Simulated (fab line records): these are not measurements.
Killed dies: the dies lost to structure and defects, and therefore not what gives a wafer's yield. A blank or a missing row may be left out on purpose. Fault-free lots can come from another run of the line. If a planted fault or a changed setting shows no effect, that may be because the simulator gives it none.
What tool caused it? ; flow gf180mcu ; 33 wafers from 11 lots sampled at 7 of the route's 602 steps

## WHAT THE GAUGES READ, wafer by wafer
GF_HV_LDD_TW_MEAS_38.
lot;measured;on;HV_LDD_3_TW
L836;day 11 14:58;film metro-01;1443 1435 1440
L837;day 11 20:38;film metro-04;1460 1459 1461
L839;day 12 12:11;film metro-04;1445 1450 1457
L848;day 15 18:13;film metro-02;1438 1446 1443
L849;day 15 18:25;film metro-01;1441 1445 1449
L851;day 16 17:39;film metro-02;1433 1425 1434
L852;day 16 18:16;film metro-01;1443 1442 1441
L854;day 17 16:01;film metro-04;1464 1464 1464
L855;day 18 02:11;film metro-01;1446 1450 1449
L857;day 18 11:49;film metro-02;1442 1435 1435
L858;day 18 23:22;film metro-01;1439 1446 1438

GF_PSD_TW_MEAS_11.
lot;measured;on;PSD_TW
L836;day 14 05:18;film metro-04;3247 3252 3214
L837;day 14 10:35;film metro-04;3210 3233 3235
L839;day 15 08:23;film metro-03;3184 3183 3165
L848;day 18 20:31;film metro-04;3524 3532 3508
L849;day 18 22:02;film metro-04;3496 3525 3541
L851;day 19 20:36;film metro-03;3449 3450 3442
L852;day 19 23:20;film metro-04;3224 3242 3228
L854;day 20 19:24;film metro-02;3204 3223 3207
L855;day 21 06:34;film metro-02;3176 3196 3199
L857;day 21 17:53;film metro-04;3250 3249 3260
L858;day 22 03:16;film metro-03;3173 3168 3162

GF_PSD_RS_MEAS_15: uses a four-point probe to measure.
lot;measured;on;PSD_RS (ohm/sq)
L836;day 14 05:37;film metro-03;108.62 108.32 108.63
L837;day 14 10:54;film metro-04;108.57 108.23 108.25
L839;day 15 08:44;film metro-02;108.29 107.83 107.86
L848;day 18 20:51;film metro-03;96.31 96.41 96.65
L849;day 18 22:22;film metro-03;96.36 96.37 96.39
L851;day 19 20:55;film metro-03;96.92 96.85 96.91
L852;day 19 23:40;film metro-02;108.44 108.62 108.32
L854;day 20 19:49;film metro-03;108.44 108.16 108.15
L855;day 21 06:53;film metro-03;108.31 108.32 108.62
L857;day 21 18:12;film metro-02;108.21 108.39 108.70
L858;day 22 03:35;film metro-04;108.08 107.89 108.42

GF_SAB_CD_MEAS_09: the cd target is 420 nm.
lot;measured;on;cd nm (nm)
L836;day 15 02:28;cd sem-02;419.7 417.9 416.7
L837;day 15 08:36;cd sem-01;419.4 420.3 418.9
L839;day 16 06:38;cd sem-02;419.1 417.5 420.0
L848;day 19 20:33;cd sem-01;420.6 421.6 419.5
L849;day 19 22:49;cd sem-02;418.9 417.1 418.0
L851;day 20 21:54;cd sem-02;419.5 421.5 420.9
L852;day 20 23:39;cd sem-01;417.6 414.5 416.6
L854;day 21 19:40;cd sem-01;423.0 426.7 423.8
L855;day 22 06:31;cd sem-01;418.5 418.7 417.6
L857;day 22 17:21;cd sem-01;419.9 420.2 419.7
L858;day 23 03:01;cd sem-01;420.0 419.8 420.3

## WHICH TOOL RAN EACH LOT (tool, then ch and the chambers of the sampled wafers, then the start)
lot;GF_POLY_GATE_STRIP_14;GF_PSD_IMPLANT_09;GF_PSD_STRIP_10
L836;plasma asher-02 ch 0, day 9 06:43;implanter-03 ch 0, day 14 05:03;plasma asher-03 ch 0,1, day 14 05:12
L837;plasma asher-02 ch 0,1, day 9 12:23;implanter-03 ch 0, day 14 10:20;plasma asher-03 ch 0,1, day 14 10:29
L839;plasma asher-01 ch 0,1, day 10 01:29;implanter-04 ch 0, day 15 08:11;plasma asher-01 ch 0,1, day 15 08:17
L848;plasma asher-01 ch 0,1, day 13 00:56;implanter-03 ch 0, day 18 20:18;plasma asher-02 ch 0,1, day 18 20:25
L849;plasma asher-01 ch 0,1, day 13 01:40;implanter-03 ch 0, day 18 21:48;plasma asher-01 ch 0,1, day 18 21:56
L851;plasma asher-04 ch 0,1, day 13 17:16;implanter-03 ch 0, day 19 20:21;plasma asher-01 ch 1, day 19 20:30
L852;plasma asher-01 ch 0, day 13 20:04;implanter-04 ch 0, day 19 23:06;plasma asher-03 ch 0,1, day 19 23:14
L854;plasma asher-04 ch 0,1, day 14 18:19;implanter-02 ch 0, day 20 19:11;plasma asher-03 ch 0,1, day 20 19:19
L855;plasma asher-02 ch 0, day 15 01:05;implanter-02 ch 0, day 21 06:19;plasma asher-01 ch 0,1, day 21 06:27
L857;plasma asher-01 ch 0,1, day 15 12:25;implanter-04 ch 0, day 21 17:38;plasma asher-02 ch 0,1, day 21 17:47
L858;plasma asher-02 ch 1, day 15 22:53;implanter-04 ch 0, day 22 03:01;plasma asher-01 ch 0, day 22 03:09
- GF_POLY_GATE_STRIP_14: strips in O2/N2.
- GF_PSD_IMPLANT_09
- GF_PSD_STRIP_10: strips in O2/N2.

## AS READ BY THE TOOLS THEMSELVES (means over the sampled wafers that have a number; for cases with no such wafer, the mark the record gives instead)
GF_POLY_GATE_STRIP_14.
lot;tool;drypump motor current A (A);heater power w (W);oes product au (a.u.)
L836;plasma asher-02;6.0;339;0.505
L837;plasma asher-02;5.9;339;0.504
L839;plasma asher-01;5.6;328;0.501
L848;plasma asher-01;5.6;323;0.505
L849;plasma asher-01;5.6;333;0.500
L851;plasma asher-04;5.3;302;0.501
L852;plasma asher-01;5.5;320;0.506
L854;plasma asher-04;5.3;299;0.504
L855;plasma asher-02;5.9;342;0.506
L857;plasma asher-01;5.6;324;0.506
L858;plasma asher-02;5.9;320;0.504

GF_PSD_IMPLANT_09.
lot;tool;beam energy keV;end station pressure torr (Torr);faraday current uA
L836;implanter-03;40.007;1.19e-05;8300
L837;implanter-03;39.994;1.17e-05;8230
L839;implanter-04;39.988;1.16e-05;8286
L848;implanter-03;55.159;1.20e-05;8363
L849;implanter-03;55.165;1.15e-05;8245
L851;implanter-03;55.163;1.15e-05;8136
L852;implanter-04;39.997;1.18e-05;8318
L854;implanter-02;40.010;1.14e-05;8175
L855;implanter-02;39.991;1.13e-05;8149
L857;implanter-04;40.002;1.15e-05;8198
L858;implanter-04;40.008;1.22e-05;8247

GF_PSD_STRIP_10.
lot;tool;drypump motor current A (A);heater power w (W);oes product au (a.u.);strip time to endpoint s (s)
L836;plasma asher-03;5.9;326;0.592;16.55
L837;plasma asher-03;5.9;322;0.589;16.51
L839;plasma asher-01;5.5;329;0.591;16.54
L848;plasma asher-02;5.9;325;0.564;18.01
L849;plasma asher-01;5.6;323;0.567;18.03
L851;plasma asher-01;5.6;328;0.562;17.98
L852;plasma asher-03;6.3;350;0.590;16.56
L854;plasma asher-03;5.9;329;0.592;16.57
L855;plasma asher-01;5.6;324;0.595;16.51
L857;plasma asher-02;6.0;333;0.594;16.53
L858;plasma asher-01;5.6;326;0.592;16.53

## THE ANSWER, worked out from the rows above alone
Rule: usual is defined by the lots themselves. Put in order of their means at a reading, lots are off if they are a third of the lots or fewer, leave a main group of 4 or more, and stand apart from it by a gap of 3 or more times the standard deviation of the main group's means; of several such gaps the widest counts. A main group is skipped when, at the precision printed for the reading in the tables above, its means are all equal. A lot without any number at a reading at which 4 lots or more have one is off too. All remaining lots with rows at the step are treated as sound. The gauges are gone through in route order, then the tools' own readings, and for those a lot's mean is taken as printed above. The first step at which some lot is off is used, and at that step the reading that is off furthest; a lot without a number counts as furthest.
Off: L848, L849, L851, at GF_PSD_TW_MEAS_11 (PSD_TW). Main group: mean 3212, sd 29.
If a tool, at a process step before that reading, ran all the lots that are off and no sound lot after the first of them, it fits. The gauges at GF_PSD_TW_MEAS_11 aren't tried: what is off there is off at GF_PSD_IMPLANT_09 too, on other tools, and a gauge's error can't cause that. One fits: implanter-03 at GF_PSD_IMPLANT_09. A fault onset in the window from L837 (day 14 10:20, its last sound lot) to L848 (day 18 20:18, its first lot off) fits.
The tool's own readings at GF_PSD_IMPLANT_09 bear it out: on the lots that are off they differ by more than 5 times the standard deviation of the sound lots' means. beam energy keV reads 55.162 there against 40.000 on the sound lots.

## WHAT THE SIMULATOR HAD INSERTED
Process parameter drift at GF_PSD_IMPLANT_09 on implanter-03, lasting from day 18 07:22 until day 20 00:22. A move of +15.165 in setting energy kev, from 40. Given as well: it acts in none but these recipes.
Lots struck among those shown: L848, L849, L851. The same result came from the rule above.
